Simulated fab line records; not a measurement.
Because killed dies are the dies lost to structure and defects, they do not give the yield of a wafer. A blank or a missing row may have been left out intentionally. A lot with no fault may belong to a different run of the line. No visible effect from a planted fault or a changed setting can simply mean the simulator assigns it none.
What tool caused it? / flow sky130 / 12 lots with 36 wafers sampled at 5 steps, on a route of 708 steps

== WHAT THE GAUGES SHOWED, per wafer ==
SKY_VT_ADJUST_NCORE_TW_MEAS_11. Usual: for VT_ADJUST_NCORE_TW the level is 220.3 and the standard deviation is 1.
lot=L523; measured=day 8 16:20; on=film-metro-02; VT_ADJUST_NCORE_TW=221.2 220.6 219.9; flag=
lot=L527; measured=day 9 23:10; on=film-metro-01; VT_ADJUST_NCORE_TW=219.9 220.1 220.8; flag=
lot=L529; measured=day 10 08:35; on=film-metro-04; VT_ADJUST_NCORE_TW=220.5 220.3 219.8; flag=
lot=L531; measured=day 11 07:48; on=film-metro-04; VT_ADJUST_NCORE_TW=219.9 220.8 218.6; flag=
lot=L533; measured=day 11 23:25; on=film-metro-01; VT_ADJUST_NCORE_TW=219.2 220.2 220.4; flag=
lot=L534; measured=day 12 08:52; on=film-metro-04; VT_ADJUST_NCORE_TW=267.9 269.3 271.0; flag=OFF
lot=L537; measured=day 12 23:46; on=film-metro-01; VT_ADJUST_NCORE_TW=222.4 220.5 220.7; flag=
lot=L541; measured=day 13 19:35; on=film-metro-02; VT_ADJUST_NCORE_TW=267.4 269.1 267.8; flag=OFF
lot=L543; measured=day 14 11:27; on=film-metro-04; VT_ADJUST_NCORE_TW=222.7 221.4 222.1; flag=
lot=L544; measured=day 14 20:44; on=film-metro-02; VT_ADJUST_NCORE_TW=218.8 219.7 218.2; flag=
lot=L545; measured=day 15 03:06; on=film-metro-01; VT_ADJUST_NCORE_TW=218.8 219.4 219.3; flag=
lot=L546; measured=day 15 08:08; on=film-metro-02; VT_ADJUST_NCORE_TW=221.0 219.8 219.9; flag=

SKY_SD_P_CD_MEAS_07: target cd 380 nm. Usual: cd-nm 380 nm, standard deviation 3.
lot=L523; measured=day 26 18:44; on=cd-sem-01; cd-nm (nm)=378 380 377; flag=
lot=L527; measured=day 26 19:53; on=cd-sem-01; cd-nm (nm)=375 374 376; flag=
lot=L529; measured=day 26 20:29; on=cd-sem-01; cd-nm (nm)=384 383 385; flag=
lot=L531; measured=day 28 06:27; on=cd-sem-01; cd-nm (nm)=380 378 381; flag=
lot=L533; measured=day 28 18:08; on=cd-sem-01; cd-nm (nm)=384 383 381; flag=
lot=L534; measured=day 33 19:19; on=cd-sem-02; cd-nm (nm)=381 385 384; flag=
lot=L537; measured=day 33 19:02; on=cd-sem-01; cd-nm (nm)=381 380 382; flag=
lot=L541; measured=day 34 02:13; on=cd-sem-01; cd-nm (nm)=377 378 379; flag=
lot=L543; measured=day 33 22:00; on=cd-sem-01; cd-nm (nm)=384 384 384; flag=
lot=L544; measured=day 33 20:29; on=cd-sem-01; cd-nm (nm)=381 379 379; flag=
lot=L545; measured=day 33 22:18; on=cd-sem-01; cd-nm (nm)=381 382 383; flag=
lot=L546; measured=day 33 22:24; on=cd-sem-01; cd-nm (nm)=381 381 381; flag=

== TOOL THAT RAN EACH LOT (tool first, then ch and the chambers of the sampled wafers, then the start) ==
lot=L523; SKY_VT_ADJUST_NCORE_IMPLANT_09=implanter-03 ch 0, day 8 16:05; SKY_SONOS_ONO_ETCH_15=rie-diel-01 ch 1,3, day 12 20:56; SKY_POLY_CUT_STRIP_12=plasma-asher-02 ch 0,1, day 25 13:55
lot=L527; SKY_VT_ADJUST_NCORE_IMPLANT_09=implanter-02 ch 0, day 9 22:58; SKY_SONOS_ONO_ETCH_15=rie-diel-02 ch 2,3, day 14 04:29; SKY_POLY_CUT_STRIP_12=plasma-asher-04 ch 0,1, day 25 14:26
lot=L529; SKY_VT_ADJUST_NCORE_IMPLANT_09=implanter-03 ch 0, day 10 08:20; SKY_SONOS_ONO_ETCH_15=rie-diel-01 ch 0,3, day 14 16:35; SKY_POLY_CUT_STRIP_12=plasma-asher-03 ch 0,1, day 25 15:25
lot=L531; SKY_VT_ADJUST_NCORE_IMPLANT_09=implanter-04 ch 0, day 11 07:34; SKY_SONOS_ONO_ETCH_15=rie-diel-02 ch 0,2,3, day 15 17:38; SKY_POLY_CUT_STRIP_12=plasma-asher-03 ch 0,1, day 27 02:16
lot=L533; SKY_VT_ADJUST_NCORE_IMPLANT_09=implanter-04 ch 0, day 11 23:13; SKY_SONOS_ONO_ETCH_15=rie-diel-02 ch 1,2,3, day 16 15:45; SKY_POLY_CUT_STRIP_12=plasma-asher-03 ch 0,1, day 27 14:31
lot=L534; SKY_VT_ADJUST_NCORE_IMPLANT_09=implanter-03 ch 0, day 12 08:19; SKY_SONOS_ONO_ETCH_15=rie-diel-01 ch 1,2, day 17 00:23; SKY_POLY_CUT_STRIP_12=plasma-asher-02 ch 1, day 32 17:19
lot=L537; SKY_VT_ADJUST_NCORE_IMPLANT_09=implanter-04 ch 0, day 12 23:32; SKY_SONOS_ONO_ETCH_15=rie-diel-02 ch 1,3, day 17 15:41; SKY_POLY_CUT_STRIP_12=plasma-asher-02 ch 0,1, day 32 17:01
lot=L541; SKY_VT_ADJUST_NCORE_IMPLANT_09=implanter-03 ch 0, day 13 19:02; SKY_SONOS_ONO_ETCH_15=rie-diel-01 ch 1,3, day 18 20:26; SKY_POLY_CUT_STRIP_12=plasma-asher-02 ch 0,1, day 32 23:45
lot=L543; SKY_VT_ADJUST_NCORE_IMPLANT_09=implanter-03 ch 0, day 14 11:13; SKY_SONOS_ONO_ETCH_15=rie-diel-02 ch 1,2, day 19 12:02; SKY_POLY_CUT_STRIP_12=plasma-asher-02 ch 0,1, day 32 19:49
lot=L544; SKY_VT_ADJUST_NCORE_IMPLANT_09=implanter-03 ch 0, day 14 20:29; SKY_SONOS_ONO_ETCH_15=rie-diel-04 ch 0,2, day 19 23:32; SKY_POLY_CUT_STRIP_12=plasma-asher-03 ch 0,1, day 32 18:34
lot=L545; SKY_VT_ADJUST_NCORE_IMPLANT_09=implanter-04 ch 0, day 15 02:52; SKY_SONOS_ONO_ETCH_15=rie-diel-04 ch 1,3, day 20 09:17; SKY_POLY_CUT_STRIP_12=plasma-asher-02 ch 0,1, day 32 20:13
lot=L546; SKY_VT_ADJUST_NCORE_IMPLANT_09=implanter-04 ch 0, day 15 07:53; SKY_SONOS_ONO_ETCH_15=rie-diel-01 ch 0,1,3, day 20 12:44; SKY_POLY_CUT_STRIP_12=plasma-asher-03 ch 0,1, day 32 20:34
- SKY_VT_ADJUST_NCORE_IMPLANT_09
- SKY_SONOS_ONO_ETCH_15: etches the open film in CHF3/O2, target depth 19.52 nm, time 7.8 s.
- SKY_POLY_CUT_STRIP_12: strips in O2/N2.

== AS READ BY THE TOOLS THEMSELVES (means over the sampled wafers that have a number; for cases with no such wafer, the mark the record gives instead) ==
SKY_VT_ADJUST_NCORE_IMPLANT_09. Usual: faraday-current-uA 13.52, standard deviation 0.27.
lot=L523 tool=implanter-03 faraday-current-uA=13.61 flag=
lot=L527 tool=implanter-02 faraday-current-uA=13.61 flag=
lot=L529 tool=implanter-03 faraday-current-uA=13.54 flag=
lot=L531 tool=implanter-04 faraday-current-uA=13.48 flag=
lot=L533 tool=implanter-04 faraday-current-uA=13.74 flag=
lot=L534 tool=implanter-03 faraday-current-uA=13.63 flag=
lot=L537 tool=implanter-04 faraday-current-uA=13.40 flag=
lot=L541 tool=implanter-03 faraday-current-uA=13.75 flag=
lot=L543 tool=implanter-03 faraday-current-uA=13.44 flag=
lot=L544 tool=implanter-03 faraday-current-uA=13.52 flag=
lot=L545 tool=implanter-04 faraday-current-uA=13.61 flag=
lot=L546 tool=implanter-04 faraday-current-uA=13.44 flag=

SKY_SONOS_ONO_ETCH_15. Usual: bias-w 200.0 W, standard deviation 0.6; drypump-motor-current-A 5.8 A, standard deviation 0.41; oes-product-au 1.003 a.u., standard deviation 0.01; throttle-valve-pct 8.825 %, standard deviation 0.0097.
lot=L523; tool=rie-diel-01; bias-w (W)=199.5; drypump-motor-current-A (A)=5.5; oes-product-au (a.u.)=1.013; throttle-valve-pct (%)=8.830; flag=
lot=L527; tool=rie-diel-02; bias-w (W)=200.0; drypump-motor-current-A (A)=5.3; oes-product-au (a.u.)=1.007; throttle-valve-pct (%)=8.829; flag=
lot=L529; tool=rie-diel-01; bias-w (W)=200.2; drypump-motor-current-A (A)=5.8; oes-product-au (a.u.)=1.000; throttle-valve-pct (%)=8.822; flag=
lot=L531; tool=rie-diel-02; bias-w (W)=200.2; drypump-motor-current-A (A)=5.8; oes-product-au (a.u.)=1.005; throttle-valve-pct (%)=8.825; flag=
lot=L533; tool=rie-diel-02; bias-w (W)=199.7; drypump-motor-current-A (A)=5.5; oes-product-au (a.u.)=1.019; throttle-valve-pct (%)=8.837; flag=
lot=L534; tool=rie-diel-01; bias-w (W)=199.8; drypump-motor-current-A (A)=6.1; oes-product-au (a.u.)=0.994; throttle-valve-pct (%)=8.826; flag=
lot=L537; tool=rie-diel-02; bias-w (W)=199.7; drypump-motor-current-A (A)=5.6; oes-product-au (a.u.)=1.012; throttle-valve-pct (%)=8.832; flag=
lot=L541; tool=rie-diel-01; bias-w (W)=199.7; drypump-motor-current-A (A)=5.5; oes-product-au (a.u.)=1.006; throttle-valve-pct (%)=8.821; flag=
lot=L543; tool=rie-diel-02; bias-w (W)=200.5; drypump-motor-current-A (A)=5.5; oes-product-au (a.u.)=1.009; throttle-valve-pct (%)=8.829; flag=
lot=L544; tool=rie-diel-04; bias-w (W)=200.5; drypump-motor-current-A (A)=5.6; oes-product-au (a.u.)=0.997; throttle-valve-pct (%)=8.816; flag=
lot=L545; tool=rie-diel-04; bias-w (W)=200.0; drypump-motor-current-A (A)=5.9; oes-product-au (a.u.)=1.002; throttle-valve-pct (%)=8.828; flag=
lot=L546; tool=rie-diel-01; bias-w (W)=200.3; drypump-motor-current-A (A)=5.9; oes-product-au (a.u.)=0.994; throttle-valve-pct (%)=8.824; flag=

SKY_POLY_CUT_STRIP_12. Usual: drypump-motor-current-A 5.61 A, standard deviation 0.22; n2-flow-sccm 300.1 sccm, standard deviation 0.94; oes-product-au 0.453 a.u., standard deviation 0.0045; strip-time-to-endpoint-s 5.365 s, standard deviation 0.019.
lot=L523; tool=plasma-asher-02; drypump-motor-current-A (A)=5.49; n2-flow-sccm (sccm)=299.9; oes-product-au (a.u.)=0.453; strip-time-to-endpoint-s (s)=5.376; flag=
lot=L527; tool=plasma-asher-04; drypump-motor-current-A (A)=5.68; n2-flow-sccm (sccm)=299.6; oes-product-au (a.u.)=0.451; strip-time-to-endpoint-s (s)=5.340; flag=
lot=L529; tool=plasma-asher-03; drypump-motor-current-A (A)=5.79; n2-flow-sccm (sccm)=300.4; oes-product-au (a.u.)=0.457; strip-time-to-endpoint-s (s)=5.364; flag=
lot=L531; tool=plasma-asher-03; drypump-motor-current-A (A)=5.65; n2-flow-sccm (sccm)=301.5; oes-product-au (a.u.)=0.450; strip-time-to-endpoint-s (s)=5.330; flag=
lot=L533; tool=plasma-asher-03; drypump-motor-current-A (A)=5.62; n2-flow-sccm (sccm)=299.8; oes-product-au (a.u.)=0.455; strip-time-to-endpoint-s (s)=5.388; flag=
lot=L534; tool=plasma-asher-02; drypump-motor-current-A (A)=5.30; n2-flow-sccm (sccm)=301.3; oes-product-au (a.u.)=0.455; strip-time-to-endpoint-s (s)=5.381; flag=
lot=L537; tool=plasma-asher-02; drypump-motor-current-A (A)=5.49; n2-flow-sccm (sccm)=299.8; oes-product-au (a.u.)=0.454; strip-time-to-endpoint-s (s)=5.338; flag=
lot=L541; tool=plasma-asher-02; drypump-motor-current-A (A)=5.41; n2-flow-sccm (sccm)=300.0; oes-product-au (a.u.)=0.448; strip-time-to-endpoint-s (s)=5.346; flag=
lot=L543; tool=plasma-asher-02; drypump-motor-current-A (A)=5.42; n2-flow-sccm (sccm)=299.7; oes-product-au (a.u.)=0.455; strip-time-to-endpoint-s (s)=5.376; flag=
lot=L544; tool=plasma-asher-03; drypump-motor-current-A (A)=5.63; n2-flow-sccm (sccm)=299.7; oes-product-au (a.u.)=0.452; strip-time-to-endpoint-s (s)=5.333; flag=
lot=L545; tool=plasma-asher-02; drypump-motor-current-A (A)=5.50; n2-flow-sccm (sccm)=300.5; oes-product-au (a.u.)=0.452; strip-time-to-endpoint-s (s)=5.358; flag=
lot=L546; tool=plasma-asher-03; drypump-motor-current-A (A)=5.77; n2-flow-sccm (sccm)=300.2; oes-product-au (a.u.)=0.450; strip-time-to-endpoint-s (s)=5.374; flag=

== THE ANSWER, worked out from the rows above alone ==
Rule: take the mean of a lot's wafers that have a number; if it is more than 3 standard deviations from the usual mean, the lot is off. A lot without any number at a reading at which 4 lots or more have one is off too. All remaining lots with rows at the step are treated as sound. The gauges are gone through in route order, then the tools' own readings, and for those a lot's mean is taken as printed above. The first step at which some lot is off is used, and at that step the reading that is off furthest; a lot without a number counts as furthest.
Off: L534, L541, at SKY_VT_ADJUST_NCORE_TW_MEAS_11 (VT_ADJUST_NCORE_TW).
If a tool, at a process step before that reading, ran all the lots that are off and no sound lot after the first of them, it fits. Those tools and the gauges at SKY_VT_ADJUST_NCORE_TW_MEAS_11 are tried in the same way. Of those tried, none fits.

== WHAT HAD BEEN PUT IN BY THE SIMULATOR ==
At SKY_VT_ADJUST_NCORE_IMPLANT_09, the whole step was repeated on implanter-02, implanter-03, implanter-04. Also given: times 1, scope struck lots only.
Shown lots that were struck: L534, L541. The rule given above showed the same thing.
